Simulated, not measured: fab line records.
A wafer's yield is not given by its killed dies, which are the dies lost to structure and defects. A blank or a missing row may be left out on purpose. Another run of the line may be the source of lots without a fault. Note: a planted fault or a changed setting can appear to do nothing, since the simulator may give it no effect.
Which tool is to blame? / flow sky130 / 21 wafers from 7 lots sampled at 2 of the route's 708 steps

== WHAT THE GAUGES READ, wafer by wafer ==
SKY_LDD_HVN_OVL_MEAS_07.
lot=L351; measured=day 21 04:02; on=overlay-02; LDD_HVN_OVL (nm)=-4.1 -3.1 -4.7
lot=L354; measured=day 22 15:43; on=overlay-01; LDD_HVN_OVL (nm)=-1.9 -1.9 -2.4
lot=L356; measured=day 23 08:37; on=overlay-01; LDD_HVN_OVL (nm)=-1.6 -3.6 -0.9
lot=L359; measured=day 23 17:44; on=overlay-01; LDD_HVN_OVL (nm)=-3.1 -1.7 -2.9
lot=L367; measured=day 27 09:43; on=overlay-02; LDD_HVN_OVL (nm)=-1.8 -1.2 -0.7
lot=L369; measured=day 27 11:22; on=overlay-02; LDD_HVN_OVL (nm)=-1.9 0.1 -2.5

== WHAT TOOL EACH LOT RAN ON (gives the tool, then ch and the chambers of the sampled wafers, and finally the start) ==
lot=L351; SKY_LDD_N_IMPLANT_14=implanter-04 ch 0, day 18 13:56
lot=L354; SKY_LDD_N_IMPLANT_14=implanter-04 ch 0, day 20 03:49
lot=L356; SKY_LDD_N_IMPLANT_14=implanter-02 ch 0, day 20 20:23
lot=L359; SKY_LDD_N_IMPLANT_14=implanter-03 ch 0, day 21 05:31
lot=L361; SKY_LDD_N_IMPLANT_14=implanter-02, day 22 03:09
lot=L367; SKY_LDD_N_IMPLANT_14=implanter-02 ch 0, day 24 23:10
lot=L369; SKY_LDD_N_IMPLANT_14=implanter-02 ch 0, day 25 00:59
- SKY_LDD_N_IMPLANT_14

== THE ANSWER, worked out from the rows above alone ==
Rule: the usual values come from the lots themselves. Put in order of their means at a reading, lots are off if they are a third of the lots or fewer, leave a main group of 4 or more, and stand apart from it by a gap of 3 or more times the standard deviation of the main group's means; of several such gaps the widest counts. If all means in a main group match to the digits the tables above print for the reading, that group is not used. A lot without any number at a reading at which 4 lots or more have one is off too. Any other lot the step has rows for is counted as sound.
Nothing can be told from this: no lot is off at any reading shown.

== WHAT THE SIMULATOR HAD INSERTED ==
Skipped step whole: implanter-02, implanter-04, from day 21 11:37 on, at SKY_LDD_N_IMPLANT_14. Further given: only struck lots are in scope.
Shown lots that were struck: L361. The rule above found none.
